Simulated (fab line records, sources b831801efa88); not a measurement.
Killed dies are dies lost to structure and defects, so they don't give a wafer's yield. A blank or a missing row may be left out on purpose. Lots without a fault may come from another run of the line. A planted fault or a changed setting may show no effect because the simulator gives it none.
Problem report in the 8D (eight disciplines) form, filled by code | flow sfq_line | the parts of the form that need people (team, actions taken, sign-off) are left out

1. THE PROBLEM
time_to_endpoint_s at SFQ_TRILAYER_I2_CMP_CMP_064 reads a mean of 268 s on 2 wafers of 2 lots; wafers without a fault read 219 s with a standard deviation of 7.1. That is +6.8 standard deviations from the usual mean.
The step: polishes SiO2.
First seen on wafer L774.6, day 35 07:19, on cmp-02. The record holds 41 wafers of 14 lots with a number at this step. Rule for "out", or "out of limits": more than 4 standard deviations from the usual mean. The other wafers with a number count as sound.

2. WHAT IT IS AND WHAT IT IS NOT
question                    | is                 | is not
which readings at this step | time_to_endpoint_s | motor_current_A, platen_rpm
which lots                  | L774, L776         | L763, L764, L765, L766, L767, L768, L769, L775, L779, L780, L784, L786
which wafers of those lots  | L774.6, L776.1     | L774.5, L776.2, L776.6
read on which tools         | cmp-02             | cmp-01
when                        | from day 35 07:19  | up to then (22 sound wafers); but 17 sound wafers of L775, L776, L779, L780, L784, L786 came after

3. SUSPECTS, AND WHAT RULES EACH OUT
Counting: a tool at a process step up to the reading stays a suspect if it ran every lot that is out. Sound lots after the first of them don't rule it out here, since some wafers of a struck lot are sound.
- cmp-02 at SFQ_TRILAYER_I2_CMP_CMP_064 (polishes SiO2): kept. It ran every lot that is out, first L774 (day 35 07:19); its last sound lot up to then is L768 (day 32 20:20). Its own readings are out on those wafers: time_to_endpoint_s.
- Within cmp-02 at SFQ_TRILAYER_I2_CMP_CMP_064: the wafers that are out ran in chamber 2; their sound lot-mates ran in chambers 0, 1.
Left after counting: cmp-02 at SFQ_TRILAYER_I2_CMP_CMP_064.

4. THE CAUSE (what the simulator had put in)
Process parameter drift: cmp-02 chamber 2, from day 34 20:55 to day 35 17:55, at SFQ_TRILAYER_I2_CMP_CMP_064. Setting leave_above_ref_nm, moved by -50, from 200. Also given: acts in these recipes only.
Counting left only this tool.

5. THE CHAIN OF EFFECTS, in route order
Each row: a reading whose mean over the struck wafers that have a number lies more than 3 standard deviations from the usual. Only readings for which the record gives a usual standard deviation are gone through. hours: the time from each lot's start at the first step in this table that gives one to its start at this step, as a median over the lots. sigmas: the change in usual standard deviations.
hours | step                                  | reading            | usual      | on struck wafers | change | sigmas
0     | SFQ_TRILAYER_I2_CMP_CMP_064           | time_to_endpoint_s | 219 s      | 268              | +48    | +6.8
2     | SFQ_TRILAYER_I2_METRO_MEASURE_065     | thk_nm             | 200.4 nm   | 150.9            | -49.5  | -50
161   | SFQ_TRILAYER_I2_VIA_ETCH_VIA_ETCH_070 | oes_product_au     | 0.855 a.u. | 0.737            | -0.118 | -21
The process steps in it:
- SFQ_TRILAYER_I2_CMP_CMP_064: polishes SiO2.
- SFQ_TRILAYER_I2_METRO_MEASURE_065
- SFQ_TRILAYER_I2_VIA_ETCH_VIA_ETCH_070: etches SiO2 in CHF3, stops on Nb, target depth 260 nm.

6. WHAT WOULD HAVE CAUGHT IT SOONER
In this record the first reading out of limits was taken at day 35 07:19, 10 hours after the fault began at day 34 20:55.
